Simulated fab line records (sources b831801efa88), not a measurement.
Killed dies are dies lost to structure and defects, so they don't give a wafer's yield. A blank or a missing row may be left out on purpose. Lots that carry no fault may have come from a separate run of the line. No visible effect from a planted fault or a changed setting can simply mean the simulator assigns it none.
The tool behind it: which one?	flow gf180mcu	Sampling: 13 lots, 39 wafers, 6 of 602 route steps

== WHAT THE GAUGES READ, wafer by wafer ==
GF_POLY_GATE_THK_MEAS_17.
lot	measured	on	POLY_GATE_OXIDATION_THK (nm)
L176	day 9 09:09	filmMetro-04	4.07 4.11 4.10
L177	day 9 13:53	filmMetro-02	4.06 4.01 3.99
L182	day 10 23:54	filmMetro-02	3.95 3.90 4.01
L183	day 11 08:33	filmMetro-02	3.99 4.00 3.97
L184	day 11 19:13	filmMetro-03	3.94 3.84 3.92
L185	day 11 22:35	filmMetro-02	3.93 3.93 3.99
L186	day 12 07:08	filmMetro-02	4.05 4.06 4.00
L188	day 12 18:46	filmMetro-03	3.95 4.02 3.95
L190	day 13 09:02	filmMetro-04	3.85 3.86 3.93
L191	day 13 14:19	filmMetro-02	3.99 4.05 4.08
L193	day 14 07:58	filmMetro-02	3.99 3.98 4.09
L194	day 14 12:13	filmMetro-02	3.90 3.89 3.88
L195	day 14 18:36	filmMetro-03	3.96 3.91 3.90

GF_NSD_CD_MEAS_07: target cd 400 nm.
lot	measured	on	cdNm (nm)
L176	day 13 10:56	cdSem-01	397.9 397.9 397.9
L177	day 13 14:47	cdSem-02	398.8 398.8 401.1
L182	day 15 09:21	cdSem-01	399.1 403.0 399.9
L183	day 15 18:50	cdSem-02	400.3 400.0 401.0
L184	day 16 06:15	cdSem-01	399.3 400.8 399.6
L185	day 16 11:20	cdSem-02	402.1 401.9 401.7
L186	day 16 18:43	cdSem-01	401.2 400.0 400.2
L188	day 17 10:35	cdSem-01	403.9 404.2 404.0
L190	day 18 01:51	cdSem-02	396.3 397.6 398.6
L191	day 18 06:44	cdSem-01	396.9 396.3 397.5
L193	day 19 04:14	cdSem-01	401.1 399.8 400.6
L194	day 19 09:00	cdSem-01	401.9 401.1 403.3
L195	day 19 16:22	cdSem-02	- - -

GF_NSD_TW_MEAS_12.
lot	measured	on	NSD_TW
L176	day 13 11:29	filmMetro-02	4204 4202 4213
L177	day 13 15:20	filmMetro-03	4179 4177 4177
L182	day 15 09:54	filmMetro-01	4275 4265 4269
L183	day 15 19:23	filmMetro-03	4182 4161 4184
L184	day 16 06:48	filmMetro-02	4218 4195 4213
L185	day 16 11:54	filmMetro-01	4277 4291 4280
L186	day 16 19:16	filmMetro-03	4176 4161 4176
L188	day 17 11:08	filmMetro-02	4211 4198 4208
L190	day 18 02:23	filmMetro-02	4204 4175 4184
L191	day 18 07:16	filmMetro-03	4166 4162 4153
L193	day 19 04:48	filmMetro-02	4186 4191 4170
L194	day 19 09:34	filmMetro-03	4180 4157 4141
L195	day 19 16:55	filmMetro-02	30 30 30

GF_PSD_RS_MEAS_15: uses a four-point probe to measure.
lot	measured	on	PSD_RS (ohm/sq)
L176	day 14 08:53	filmMetro-02	108.1 108.0 107.8
L177	day 14 12:34	filmMetro-03	108.6 108.4 108.9
L182	day 16 07:57	filmMetro-01	108.3 108.2 108.0
L183	day 16 16:57	filmMetro-01	107.7 107.8 108.0
L184	day 17 04:57	filmMetro-02	107.9 107.9 107.7
L185	day 17 11:13	filmMetro-01	108.1 108.0 107.9
L186	day 17 18:12	filmMetro-03	108.3 108.1 108.0
L188	day 18 11:01	filmMetro-01	108.0 107.8 108.2
L190	day 19 02:50	filmMetro-02	108.1 108.3 108.2
L191	day 19 07:31	filmMetro-01	108.1 108.2 108.4
L193	day 20 06:17	filmMetro-01	108.3 108.2 108.5
L194	day 20 10:55	filmMetro-01	108.7 108.2 108.4
L195	day 20 18:09	filmMetro-01	107.8 107.9 107.7

== WHAT TOOL EACH LOT RAN ON (gives the tool, then ch and the chambers of the sampled wafers, and finally the start) ==
lot	GF_HV_LDD_STRIP_10	GF_NSD_EXPOSE_04
L176	plasmaAsher-01 ch 0,1, day 10 03:13	ilineStepper-01 ch 0, day 13 00:59
L177	plasmaAsher-03 ch 0,1, day 10 07:37	ilineStepper-02 ch 0, day 13 05:04
L182	plasmaAsher-03 ch 0, day 11 19:25	ilineStepper-02 ch 0, day 14 22:43
L183	plasmaAsher-03 ch 0,1, day 12 03:49	ilineStepper-01 ch 0, day 15 08:30
L184	plasmaAsher-02 ch 0,1, day 12 14:47	ilineStepper-02 ch 0, day 15 19:33
L185	plasmaAsher-02 ch 0,1, day 12 18:08	ilineStepper-01 ch 0, day 16 00:40
L186	plasmaAsher-01 ch 0,1, day 13 03:13	ilineStepper-02 ch 0, day 16 07:59
L188	plasmaAsher-02 ch 0,1, day 13 15:22	ilineStepper-01 ch 0, day 16 23:23
L190	plasmaAsher-03 ch 0,1, day 14 06:01	ilineStepper-02 ch 0, day 17 14:03
L191	plasmaAsher-01 ch 0,1, day 14 11:06	ilineStepper-01 ch 0, day 17 18:29
L193	plasmaAsher-03 ch 0,1, day 15 04:58	ilineStepper-01 ch 0, day 18 16:09
L194	plasmaAsher-02 ch 0,1, day 15 09:58	ilineStepper-02 ch 0, day 18 20:42
L195	plasmaAsher-03 ch 0,1, day 15 16:23	ilineStepper-02 ch 0, day 19 04:12
- GF_HV_LDD_STRIP_10: strips in O2/N2.
- GF_NSD_EXPOSE_04: exposes mask Nplus, target cd 400 nm.

== AS READ BY THE TOOLS THEMSELVES (means over the sampled wafers that have a number; for cases with no such wafer, the mark the record gives instead) ==
GF_HV_LDD_STRIP_10.
lot	tool	drypumpMotorCurrentA (A)	heaterPowerW (W)	oesProductAu (a.u.)	platenTempC (C)	stripTimeToEndpointS (s)
L176	plasmaAsher-01	5.9	353	0.718	249.83	12.65
L177	plasmaAsher-03	5.6	295	0.717	249.95	12.62
L182	plasmaAsher-03	5.2	302	0.718	249.85	12.65
L183	plasmaAsher-03	5.6	296	0.720	250.16	12.65
L184	plasmaAsher-02	5.4	332	0.717	250.18	12.63
L185	plasmaAsher-02	5.4	332	0.718	249.91	12.65
L186	plasmaAsher-01	5.9	356	0.720	249.93	12.60
L188	plasmaAsher-02	5.4	326	0.716	250.02	12.64
L190	plasmaAsher-03	5.6	298	0.714	249.86	12.65
L191	plasmaAsher-01	5.9	353	0.713	250.17	12.59
L193	plasmaAsher-03	5.6	291	0.719	249.94	12.64
L194	plasmaAsher-02	5.1	315	0.716	250.14	12.62
L195	plasmaAsher-03	5.6	290	0.716	249.87	12.62

GF_NSD_EXPOSE_04.
lot	tool	focusOffsetNm (nm)
L176	ilineStepper-01	-0.5
L177	ilineStepper-02	-0.1
L182	ilineStepper-02	0.7
L183	ilineStepper-01	0.5
L184	ilineStepper-02	0.1
L185	ilineStepper-01	0.1
L186	ilineStepper-02	0.1
L188	ilineStepper-01	0.5
L190	ilineStepper-02	-0.3
L191	ilineStepper-01	-0.4
L193	ilineStepper-01	1.0
L194	ilineStepper-02	-0.1
L195	ilineStepper-02	-0.1

== THE ANSWER, worked out from the rows above alone ==
Rule: the lots themselves supply what counts as usual. The widest of any qualifying gaps counts: lots, ordered by their means at a reading, are off when they make up no more than a third of the lots, leave a main group of 4 or more, and stand apart from it by 3 or more times the standard deviation of that group's means. If all means in a main group match to the digits the tables above print for the reading, that group is not used. A lot without any number at a reading at which 4 lots or more have one is off too. Any other lot the step has rows for is counted as sound. Order of review: gauges by route order, followed by the tools' own readings, for which a lot's mean as printed above is used. At the first step where some lot is off, the reading lying furthest off is the one used; lots without a number count as furthest.
Off: L195, at GF_NSD_CD_MEAS_07 (cdNm). Without a number there: L195. Main group: mean 400.2 nm, sd 1.9.
If a tool, at a process step before that reading, ran all the lots that are off and no sound lot after the first of them, it fits. The gauges at GF_NSD_CD_MEAS_07 aren't tried: what is off there is off at GF_NSD_TW_MEAS_12 too, on other tools, and a gauge's error can't cause that. 2 tools fit, plasmaAsher-03 at GF_HV_LDD_STRIP_10 and ilineStepper-02 at GF_NSD_EXPOSE_04, so this cannot tell which one it is.

== WHAT THE SIMULATOR PUT IN ==
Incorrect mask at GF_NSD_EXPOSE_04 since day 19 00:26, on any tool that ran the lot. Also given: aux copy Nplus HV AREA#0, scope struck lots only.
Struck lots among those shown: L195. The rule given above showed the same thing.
